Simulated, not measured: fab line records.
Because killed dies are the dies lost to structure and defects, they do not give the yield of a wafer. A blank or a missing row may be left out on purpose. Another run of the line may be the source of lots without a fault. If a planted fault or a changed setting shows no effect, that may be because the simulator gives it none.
2 desks looking at one fault | flow gf180mcu | every desk sees just its own numbers, and what lay behind them comes last

## METROLOGY DESK
Lot by lot, what the gauges showed, no matter which tool ran the lot: averages of those sampled wafers that carry a number. Marked OUT: a lot whose mean sits more than 4 standard deviations from the usual mean, which makes it out of limits; the brackets give that distance.
Columns: A = V4_OVL at GF_V4_OVL_MEAS_15, usual 1 nm; B = V4_W_RS at GF_V4_RS_MEAS_24, usual 0.330 ohm/sq; C = V4_W_THK at GF_V4_THK_MEAS_25, usual 354 nm
lot  | first seen here | A  | B     | C
L979 | day 24 22:30    | -6 | 0.327 | 360
L982 | day 26 17:41    | 6  | 0.327 | 358
L989 | day 28 04:39    | 4  | 0.330 | 350
L990 | day 28 05:54    | -8 | 0.329 | 357
L991 | day 28 22:02    | 3  | 0.328 | 358
L997 | day 31 00:50    | 1  | 0.328 | 356
L100 | day 31 10:44    | 6  | 0.335 | 347
This desk found nothing out of limits on any of the 7 lots.

## DESK OF THE TOOL OWNER: pvd sputter-03
The tool's own readings at GF_MIM_SPUTTER_00 (material Ti, target thk 37.5 nm, time 150 s): means of the sampled wafers that have a number, for each lot that ran on this tool. Marked OUT: a lot whose mean sits more than 4 standard deviations from the usual mean, which makes it out of limits; the brackets give that distance.
Columns: A = chamber pressure pa at GF_MIM_SPUTTER_00, usual 2.000 Pa; B = throttle valve pct at GF_MIM_SPUTTER_00, usual 30.6 %
lot  | first seen here | A               | B
L982 | day 26 19:04    | 2.003           | 29.8
L989 | day 28 06:04    | 2.099 (+24) OUT | 31.0
L990 | day 28 07:19    | 2.103 (+25) OUT | 31.2
L991 | day 28 23:26    | 2.049 (+12) OUT | 30.4
L100 | day 31 12:07    | 1.997           | 30.8
This desk's finding: out of limits on L989, L990, L991; first on L989, day 28 06:04 (chamber pressure pa at GF_MIM_SPUTTER_00). L982, L100: within limits.

## BROUGHT TOGETHER
An alarm could have come from the tool owner's desk at day 28 06:04, on L989, L990, L991.
At the metrology desk, nothing out of limits was observed.
The metrology desk has L989, L990, L991 on record, within its limits.
All the named lots went through GF_MIM_SPUTTER_00 on pvd sputter-03.

## WHAT HAD BEEN PUT IN BY THE SIMULATOR
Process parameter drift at GF_MIM_SPUTTER_00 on pvd sputter-03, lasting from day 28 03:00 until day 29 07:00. A move of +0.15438 in setting chamber pressure pa, from 2. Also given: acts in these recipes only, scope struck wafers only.
Shown lots that were struck: L989, L990, L991.
How many hours passed from the start of the fault until each desk's first out-of-limits reading: the tool owner's desk, 3.
